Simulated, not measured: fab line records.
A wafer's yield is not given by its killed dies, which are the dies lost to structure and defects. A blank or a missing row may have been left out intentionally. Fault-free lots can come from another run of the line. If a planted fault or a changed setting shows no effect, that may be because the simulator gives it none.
What tool caused it? / flow gf180mcu / 72 wafers from 24 lots sampled at 4 of the route's 602 steps

WHAT EACH GAUGE READ, for each wafer
GF_M1_RS_MEAS_05: measures by four-point-probe. Usual: M1_ALCU_RS gives 0.0693 ohm/sq (standard deviation 0.00089).
lot=L074; measured=day 16 05:43; on=film_metro-03; M1_ALCU_RS (ohm/sq)=0.0680 0.0699 0.0697; flag=
lot=L075; measured=day 16 11:19; on=film_metro-03; M1_ALCU_RS (ohm/sq)=0.0704 0.0692 0.0698; flag=
lot=L076; measured=day 16 19:45; on=film_metro-03; M1_ALCU_RS (ohm/sq)=0.0693 0.0695 0.0694; flag=
lot=L077; measured=day 17 15:36; on=film_metro-04; M1_ALCU_RS (ohm/sq)=0.0689 0.0684 0.0685; flag=
lot=L078; measured=day 18 02:12; on=film_metro-04; M1_ALCU_RS (ohm/sq)=0.0684 0.0684 0.0684; flag=
lot=L079; measured=day 18 04:16; on=film_metro-01; M1_ALCU_RS (ohm/sq)=0.0683 0.0694 0.0688; flag=
lot=L080; measured=day 18 09:20; on=film_metro-01; M1_ALCU_RS (ohm/sq)=0.0682 0.0681 0.0685; flag=
lot=L081; measured=day 19 00:11; on=film_metro-01; M1_ALCU_RS (ohm/sq)=0.0703 0.0707 0.0701; flag=
lot=L082; measured=day 19 10:18; on=film_metro-01; M1_ALCU_RS (ohm/sq)=0.0686 0.0690 0.0700; flag=
lot=L083; measured=day 19 19:48; on=film_metro-01; M1_ALCU_RS (ohm/sq)=0.0712 0.0713 0.0714; flag=
lot=L084; measured=day 19 23:21; on=film_metro-04; M1_ALCU_RS (ohm/sq)=0.0711 0.0699 0.0697; flag=
lot=L085; measured=day 20 04:20; on=film_metro-01; M1_ALCU_RS (ohm/sq)=0.0691 0.0703 0.0699; flag=
lot=L086; measured=day 20 17:37; on=film_metro-03; M1_ALCU_RS (ohm/sq)=0.0693 0.0703 0.0704; flag=
lot=L087; measured=day 21 02:25; on=film_metro-01; M1_ALCU_RS (ohm/sq)=0.0706 0.0704 0.0692; flag=
lot=L088; measured=day 21 12:09; on=film_metro-04; M1_ALCU_RS (ohm/sq)=0.0709 0.0706 0.0693; flag=
lot=L089; measured=day 21 19:59; on=film_metro-01; M1_ALCU_RS (ohm/sq)=0.0691 0.0685 0.0693; flag=
lot=L090; measured=day 22 03:41; on=film_metro-04; M1_ALCU_RS (ohm/sq)=0.0699 0.0690 0.0690; flag=
lot=L091; measured=day 22 10:11; on=film_metro-04; M1_ALCU_RS (ohm/sq)=0.0694 0.0683 0.0689; flag=
lot=L092; measured=day 22 17:55; on=film_metro-04; M1_ALCU_RS (ohm/sq)=0.0692 0.0691 0.0686; flag=
lot=L093; measured=day 23 03:17; on=film_metro-03; M1_ALCU_RS (ohm/sq)=0.0683 0.0682 0.0682; flag=
lot=L094; measured=day 23 09:14; on=film_metro-04; M1_ALCU_RS (ohm/sq)=0.0687 0.0691 0.0689; flag=
lot=L095; measured=day 23 19:43; on=film_metro-04; M1_ALCU_RS (ohm/sq)=0.0676 0.0692 0.0692; flag=
lot=L096; measured=day 23 23:19; on=film_metro-04; M1_ALCU_RS (ohm/sq)=0.0708 0.0706 0.0709; flag=
lot=L097; measured=day 24 09:43; on=film_metro-01; M1_ALCU_RS (ohm/sq)=0.0692 0.0684 0.0684; flag=

TOOL THAT RAN EACH LOT (tool first, then ch and the chambers of the sampled wafers, then the start)
lot=L074; GF_HV_LDD_ETCHBACK_58=rie_diel-04 ch 1,2,3, day 12 14:50; GF_SALICIDE_RTA_08=rtp_anneal-02 ch 0, day 15 06:35; GF_CONTACT_SPUTTER_22=pvd_sputter-04, day 16 04:49
lot=L075; GF_HV_LDD_ETCHBACK_58=rie_diel-04 ch 0,2, day 12 18:46; GF_SALICIDE_RTA_08=rtp_anneal-02 ch 0, day 15 11:25; GF_CONTACT_SPUTTER_22=pvd_sputter-01, day 16 10:22
lot=L076; GF_HV_LDD_ETCHBACK_58=rie_diel-04 ch 1,2,3, day 13 03:08; GF_SALICIDE_RTA_08=rtp_anneal-02 ch 0, day 15 19:24; GF_CONTACT_SPUTTER_22=pvd_sputter-01, day 16 18:50
lot=L077; GF_HV_LDD_ETCHBACK_58=rie_diel-04 ch 0,2, day 13 18:48; GF_SALICIDE_RTA_08=rtp_anneal-02 ch 0, day 16 14:24; GF_CONTACT_SPUTTER_22=pvd_sputter-04, day 17 14:42
lot=L078; GF_HV_LDD_ETCHBACK_58=rie_diel-01 ch 0,2,3, day 14 04:59; GF_SALICIDE_RTA_08=rtp_anneal-02 ch 0, day 17 00:15; GF_CONTACT_SPUTTER_22=pvd_sputter-04, day 18 01:03
lot=L079; GF_HV_LDD_ETCHBACK_58=rie_diel-01 ch 0,3, day 14 08:06; GF_SALICIDE_RTA_08=rtp_anneal-02 ch 0, day 17 02:32; GF_CONTACT_SPUTTER_22=pvd_sputter-02, day 18 03:22
lot=L080; GF_HV_LDD_ETCHBACK_58=rie_diel-04 ch 0,1, day 14 12:43; GF_SALICIDE_RTA_08=rtp_anneal-01 ch 0, day 17 07:59; GF_CONTACT_SPUTTER_22=pvd_sputter-04, day 18 08:26
lot=L081; GF_HV_LDD_ETCHBACK_58=rie_diel-04 ch 0,2,3, day 15 01:29; GF_SALICIDE_RTA_08=rtp_anneal-02 ch 0, day 17 21:53; GF_CONTACT_SPUTTER_22=pvd_sputter-01, day 18 23:17
lot=L082; GF_HV_LDD_ETCHBACK_58=rie_diel-02 ch 0,1,3, day 15 10:25; GF_SALICIDE_RTA_08=rtp_anneal-02 ch 0, day 18 08:11; GF_CONTACT_SPUTTER_22=pvd_sputter-04, day 19 09:24
lot=L083; GF_HV_LDD_ETCHBACK_58=rie_diel-02 ch 0,1, day 15 19:03; GF_SALICIDE_RTA_08=rtp_anneal-01 ch 0, day 18 16:26; GF_CONTACT_SPUTTER_22=pvd_sputter-01, day 19 18:50
lot=L084; GF_HV_LDD_ETCHBACK_58=rie_diel-04 ch 2,3, day 15 21:29; GF_SALICIDE_RTA_08=rtp_anneal-02 ch 0, day 18 20:33; GF_CONTACT_SPUTTER_22=pvd_sputter-01, day 19 22:27
lot=L085; GF_HV_LDD_ETCHBACK_58=rie_diel-01 ch 1,2, day 16 02:06; GF_SALICIDE_RTA_08=rtp_anneal-02 ch 0, day 19 01:47; GF_CONTACT_SPUTTER_22=pvd_sputter-02, day 20 03:25
lot=L086; GF_HV_LDD_ETCHBACK_58=rie_diel-04 ch 1,2,3, day 16 16:05; GF_SALICIDE_RTA_08=rtp_anneal-01 ch 0, day 19 15:20; GF_CONTACT_SPUTTER_22=pvd_sputter-02, day 20 16:32
lot=L087; GF_HV_LDD_ETCHBACK_58=rie_diel-04 ch 0,1, day 16 22:22; GF_SALICIDE_RTA_08=rtp_anneal-02 ch 0, day 19 23:17; GF_CONTACT_SPUTTER_22=pvd_sputter-01, day 21 01:29
lot=L088; GF_HV_LDD_ETCHBACK_58=rie_diel-02 ch 1,2, day 17 06:49; GF_SALICIDE_RTA_08=rtp_anneal-01 ch 0, day 20 09:38; GF_CONTACT_SPUTTER_22=pvd_sputter-04, day 21 11:13
lot=L089; GF_HV_LDD_ETCHBACK_58=rie_diel-02 ch 0,3, day 17 16:31; GF_SALICIDE_RTA_08=rtp_anneal-01 ch 0, day 20 17:17; GF_CONTACT_SPUTTER_22=pvd_sputter-01, day 21 19:04
lot=L090; GF_HV_LDD_ETCHBACK_58=rie_diel-04 ch 0,2,3, day 17 23:44; GF_SALICIDE_RTA_08=rtp_anneal-01 ch 0, day 21 01:27; GF_CONTACT_SPUTTER_22=pvd_sputter-02, day 22 02:47
lot=L091; GF_HV_LDD_ETCHBACK_58=rie_diel-02 ch 0,1,3, day 18 05:50; GF_SALICIDE_RTA_08=rtp_anneal-02 ch 0, day 21 07:58; GF_CONTACT_SPUTTER_22=pvd_sputter-01, day 22 09:14
lot=L092; GF_HV_LDD_ETCHBACK_58=rie_diel-02 ch 0,1,2, day 18 13:22; GF_SALICIDE_RTA_08=rtp_anneal-01 ch 0, day 21 16:00; GF_CONTACT_SPUTTER_22=pvd_sputter-01, day 22 17:00
lot=L093; GF_HV_LDD_ETCHBACK_58=rie_diel-04 ch 1,2,3, day 18 22:30; GF_SALICIDE_RTA_08=rtp_anneal-01 ch 0, day 22 01:36; GF_CONTACT_SPUTTER_22=pvd_sputter-04, day 23 02:22
lot=L094; GF_HV_LDD_ETCHBACK_58=rie_diel-04 ch 1,2,3, day 19 05:16; GF_SALICIDE_RTA_08=rtp_anneal-01 ch 0, day 22 07:51; GF_CONTACT_SPUTTER_22=pvd_sputter-04, day 23 08:19
lot=L095; GF_HV_LDD_ETCHBACK_58=rie_diel-02 ch 1,2, day 19 17:00; GF_SALICIDE_RTA_08=rtp_anneal-02 ch 0, day 22 18:37; GF_CONTACT_SPUTTER_22=pvd_sputter-04, day 23 18:48
lot=L096; GF_HV_LDD_ETCHBACK_58=rie_diel-01 ch 0,1,3, day 19 20:54; GF_SALICIDE_RTA_08=rtp_anneal-01 ch 0, day 22 22:22; GF_CONTACT_SPUTTER_22=pvd_sputter-02, day 23 22:23
lot=L097; GF_HV_LDD_ETCHBACK_58=rie_diel-02 ch 0,1,3, day 20 10:52; GF_SALICIDE_RTA_08=rtp_anneal-02 ch 0, day 23 11:02; GF_CONTACT_SPUTTER_22=pvd_sputter-01, day 24 08:49
- GF_HV_LDD_ETCHBACK_58: etches Si3N4 in CH3F/O2, stops on SiO2, time 100 s, target depth 90 nm.
- GF_SALICIDE_RTA_08: time 30 s.
- GF_CONTACT_SPUTTER_22: material Ti, target thk 15 nm, time 80.02 s.

WHAT THE TOOLS THEMSELVES READ (means of the sampled wafers that have a number; where no wafer has one, the mark that the record gives instead)
GF_HV_LDD_ETCHBACK_58. Usual: drypump_motor_current_A 5.8 A, standard deviation 0.48; oes_product_au 0.841 a.u., standard deviation 0.0073; throttle_valve_pct 10.561 %, standard deviation 0.0089.
lot=L074; tool=rie_diel-04; drypump_motor_current_A (A)=5.6; oes_product_au (a.u.)=0.826; throttle_valve_pct (%)=10.555; flag=
lot=L075; tool=rie_diel-04; drypump_motor_current_A (A)=5.8; oes_product_au (a.u.)=0.841; throttle_valve_pct (%)=10.562; flag=
lot=L076; tool=rie_diel-04; drypump_motor_current_A (A)=5.6; oes_product_au (a.u.)=0.825; throttle_valve_pct (%)=10.558; flag=
lot=L077; tool=rie_diel-04; drypump_motor_current_A (A)=6.2; oes_product_au (a.u.)=0.838; throttle_valve_pct (%)=10.564; flag=
lot=L078; tool=rie_diel-01; drypump_motor_current_A (A)=5.5; oes_product_au (a.u.)=0.842; throttle_valve_pct (%)=10.561; flag=
lot=L079; tool=rie_diel-01; drypump_motor_current_A (A)=5.6; oes_product_au (a.u.)=0.840; throttle_valve_pct (%)=10.558; flag=
lot=L080; tool=rie_diel-04; drypump_motor_current_A (A)=5.9; oes_product_au (a.u.)=0.841; throttle_valve_pct (%)=10.557; flag=
lot=L081; tool=rie_diel-04; drypump_motor_current_A (A)=6.0; oes_product_au (a.u.)=0.841; throttle_valve_pct (%)=10.556; flag=
lot=L082; tool=rie_diel-02; drypump_motor_current_A (A)=5.6; oes_product_au (a.u.)=0.840; throttle_valve_pct (%)=10.557; flag=
lot=L083; tool=rie_diel-02; drypump_motor_current_A (A)=5.9; oes_product_au (a.u.)=0.844; throttle_valve_pct (%)=10.562; flag=
lot=L084; tool=rie_diel-04; drypump_motor_current_A (A)=5.7; oes_product_au (a.u.)=0.839; throttle_valve_pct (%)=10.559; flag=
lot=L085; tool=rie_diel-01; drypump_motor_current_A (A)=5.8; oes_product_au (a.u.)=0.848; throttle_valve_pct (%)=10.557; flag=
lot=L086; tool=rie_diel-04; drypump_motor_current_A (A)=5.6; oes_product_au (a.u.)=0.840; throttle_valve_pct (%)=10.557; flag=
lot=L087; tool=rie_diel-04; drypump_motor_current_A (A)=6.3; oes_product_au (a.u.)=0.836; throttle_valve_pct (%)=10.567; flag=
lot=L088; tool=rie_diel-02; drypump_motor_current_A (A)=5.6; oes_product_au (a.u.)=0.834; throttle_valve_pct (%)=10.560; flag=
lot=L089; tool=rie_diel-02; drypump_motor_current_A (A)=5.5; oes_product_au (a.u.)=0.842; throttle_valve_pct (%)=10.559; flag=
lot=L090; tool=rie_diel-04; drypump_motor_current_A (A)=6.0; oes_product_au (a.u.)=0.851; throttle_valve_pct (%)=10.560; flag=
lot=L091; tool=rie_diel-02; drypump_motor_current_A (A)=5.6; oes_product_au (a.u.)=0.842; throttle_valve_pct (%)=10.555; flag=
lot=L092; tool=rie_diel-02; drypump_motor_current_A (A)=5.7; oes_product_au (a.u.)=0.845; throttle_valve_pct (%)=10.565; flag=
lot=L093; tool=rie_diel-04; drypump_motor_current_A (A)=5.6; oes_product_au (a.u.)=0.837; throttle_valve_pct (%)=10.561; flag=
lot=L094; tool=rie_diel-04; drypump_motor_current_A (A)=5.6; oes_product_au (a.u.)=0.852; throttle_valve_pct (%)=10.558; flag=
lot=L095; tool=rie_diel-02; drypump_motor_current_A (A)=5.6; oes_product_au (a.u.)=0.851; throttle_valve_pct (%)=10.566; flag=
lot=L096; tool=rie_diel-01; drypump_motor_current_A (A)=5.6; oes_product_au (a.u.)=0.840; throttle_valve_pct (%)=10.558; flag=
lot=L097; tool=rie_diel-02; drypump_motor_current_A (A)=5.6; oes_product_au (a.u.)=0.840; throttle_valve_pct (%)=10.562; flag=

GF_SALICIDE_RTA_08. Usual: lamp_power_pct 19.5 %, standard deviation 1.8; wafer_temp_C_max 803.8, standard deviation 1.1.
lot=L074; tool=rtp_anneal-02; lamp_power_pct (%)=21.0; wafer_temp_C_max=803.8; flag=
lot=L075; tool=rtp_anneal-02; lamp_power_pct (%)=21.0; wafer_temp_C_max=803.2; flag=
lot=L076; tool=rtp_anneal-02; lamp_power_pct (%)=21.0; wafer_temp_C_max=803.6; flag=
lot=L077; tool=rtp_anneal-02; lamp_power_pct (%)=21.0; wafer_temp_C_max=803.4; flag=
lot=L078; tool=rtp_anneal-02; lamp_power_pct (%)=21.0; wafer_temp_C_max=802.6; flag=
lot=L079; tool=rtp_anneal-02; lamp_power_pct (%)=21.0; wafer_temp_C_max=803.1; flag=
lot=L080; tool=rtp_anneal-01; lamp_power_pct (%)=17.4; wafer_temp_C_max=804.8; flag=
lot=L081; tool=rtp_anneal-02; lamp_power_pct (%)=21.0; wafer_temp_C_max=803.6; flag=
lot=L082; tool=rtp_anneal-02; lamp_power_pct (%)=21.0; wafer_temp_C_max=803.2; flag=
lot=L083; tool=rtp_anneal-01; lamp_power_pct (%)=17.4; wafer_temp_C_max=804.1; flag=
lot=L084; tool=rtp_anneal-02; lamp_power_pct (%)=21.0; wafer_temp_C_max=802.6; flag=
lot=L085; tool=rtp_anneal-02; lamp_power_pct (%)=21.0; wafer_temp_C_max=802.9; flag=
lot=L086; tool=rtp_anneal-01; lamp_power_pct (%)=17.4; wafer_temp_C_max=805.0; flag=
lot=L087; tool=rtp_anneal-02; lamp_power_pct (%)=21.0; wafer_temp_C_max=803.2; flag=
lot=L088; tool=rtp_anneal-01; lamp_power_pct (%)=17.4; wafer_temp_C_max=805.0; flag=
lot=L089; tool=rtp_anneal-01; lamp_power_pct (%)=17.4; wafer_temp_C_max=804.6; flag=
lot=L090; tool=rtp_anneal-01; lamp_power_pct (%)=17.3; wafer_temp_C_max=804.1; flag=
lot=L091; tool=rtp_anneal-02; lamp_power_pct (%)=21.0; wafer_temp_C_max=804.3; flag=
lot=L092; tool=rtp_anneal-01; lamp_power_pct (%)=17.4; wafer_temp_C_max=804.3; flag=
lot=L093; tool=rtp_anneal-01; lamp_power_pct (%)=17.4; wafer_temp_C_max=803.8; flag=
lot=L094; tool=rtp_anneal-01; lamp_power_pct (%)=17.4; wafer_temp_C_max=804.6; flag=
lot=L095; tool=rtp_anneal-02; lamp_power_pct (%)=21.0; wafer_temp_C_max=803.4; flag=
lot=L096; tool=rtp_anneal-01; lamp_power_pct (%)=17.4; wafer_temp_C_max=804.9; flag=
lot=L097; tool=rtp_anneal-02; lamp_power_pct (%)=21.0; wafer_temp_C_max=803.4; flag=

GF_CONTACT_SPUTTER_22. Usual: throttle_valve_pct reads 30.5 % (standard deviation 0.99).
lot=L074; tool=pvd_sputter-04; throttle_valve_pct (%)=31.0; flag=
lot=L075; tool=pvd_sputter-01; throttle_valve_pct (%)=30.5; flag=
lot=L076; tool=pvd_sputter-01; throttle_valve_pct (%)=29.5; flag=
lot=L077; tool=pvd_sputter-04; throttle_valve_pct (%)=31.4; flag=
lot=L078; tool=pvd_sputter-04; throttle_valve_pct (%)=30.3; flag=
lot=L079; tool=pvd_sputter-02; throttle_valve_pct (%)=30.0; flag=
lot=L080; tool=pvd_sputter-04; throttle_valve_pct (%)=30.7; flag=
lot=L081; tool=pvd_sputter-01; throttle_valve_pct (%)=29.5; flag=
lot=L082; tool=pvd_sputter-04; throttle_valve_pct (%)=31.8; flag=
lot=L083; tool=pvd_sputter-01; throttle_valve_pct (%)=29.6; flag=
lot=L084; tool=pvd_sputter-01; throttle_valve_pct (%)=29.8; flag=
lot=L085; tool=pvd_sputter-02; throttle_valve_pct (%)=30.9; flag=
lot=L086; tool=pvd_sputter-02; throttle_valve_pct (%)=31.4; flag=
lot=L087; tool=pvd_sputter-01; throttle_valve_pct (%)=29.9; flag=
lot=L088; tool=pvd_sputter-04; throttle_valve_pct (%)=31.5; flag=
lot=L089; tool=pvd_sputter-01; throttle_valve_pct (%)=30.1; flag=
lot=L090; tool=pvd_sputter-02; throttle_valve_pct (%)=30.2; flag=
lot=L091; tool=pvd_sputter-01; throttle_valve_pct (%)=29.5; flag=
lot=L092; tool=pvd_sputter-01; throttle_valve_pct (%)=30.2; flag=
lot=L093; tool=pvd_sputter-04; throttle_valve_pct (%)=30.8; flag=
lot=L094; tool=pvd_sputter-04; throttle_valve_pct (%)=30.1; flag=
lot=L095; tool=pvd_sputter-04; throttle_valve_pct (%)=31.4; flag=
lot=L096; tool=pvd_sputter-02; throttle_valve_pct (%)=30.6; flag=
lot=L097; tool=pvd_sputter-01; throttle_valve_pct (%)=30.1; flag=

THE ANSWER, worked out from the rows above alone
Rule: a lot is off if the mean of its wafers that have a number lies more than 3 standard deviations from the usual mean. Also off: a lot with no number at a reading for which 4 or more lots have one. All remaining lots with rows at the step are treated as sound. After the gauges, taken in route order, come the tools' own readings; for these a lot's mean is taken, as printed above. The first step at which some lot is off is used, and at that step the reading that is off furthest; a lot without a number counts as furthest.
None of the lots is off at any reading shown; this tells nothing.

WHAT HAD BEEN PUT IN BY THE SIMULATOR
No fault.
